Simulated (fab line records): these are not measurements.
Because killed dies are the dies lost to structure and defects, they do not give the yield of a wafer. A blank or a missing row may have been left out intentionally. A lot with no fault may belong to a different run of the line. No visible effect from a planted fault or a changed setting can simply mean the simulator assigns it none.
Which tool did it?	flow gf180mcu	Sampling: 6 lots, 18 wafers, 2 of 602 route steps

WHAT THE GAUGES SHOWED, per wafer
GF_V3_THK_MEAS_03.
lot	measured	on	V3_CVD_02_THK (nm)
L563	day 22 08:17	film metro-03	847 845 863
L565	day 22 19:58	film metro-01	843 853 858
L567	day 23 15:45	film metro-03	839 851 850
L578	day 27 06:39	film metro-01	853 881 860
L582	day 28 11:49	film metro-01	847 865 875
L584	day 28 21:32	film metro-04	831 830 847

EACH LOT AND THE TOOL THAT RAN IT (in order: tool; ch and the chambers of the sampled wafers; start)
lot	GF_M3_STRIP_17
L563	plasma asher-04 ch 0,1, day 22 07:32
L565	plasma asher-01 ch 0,1, day 22 19:13
L567	plasma asher-01 ch 0,1, day 23 14:59
L578	plasma asher-01 ch 0,1, day 27 05:55
L582	plasma asher-04 ch 0,1, day 28 11:05
L584	plasma asher-04 ch 0, day 28 20:47
- GF_M3_STRIP_17: strips in O2/N2.

THE ANSWER, worked out from the rows above alone
Rule: usual is defined by the lots themselves. Put in order of their means at a reading, lots are off if they are a third of the lots or fewer, leave a main group of 4 or more, and stand apart from it by a gap of 3 or more times the standard deviation of the main group's means; of several such gaps the widest counts. The tables above print the reading to a certain number of digits; a main group whose means all agree to those digits is not used. A lot without any number at a reading at which 4 lots or more have one is off too. Any other lot the step has rows for is counted as sound.
Nothing can be told from this: no lot is off at any reading shown.

WHAT THE SIMULATOR HAD PUT IN
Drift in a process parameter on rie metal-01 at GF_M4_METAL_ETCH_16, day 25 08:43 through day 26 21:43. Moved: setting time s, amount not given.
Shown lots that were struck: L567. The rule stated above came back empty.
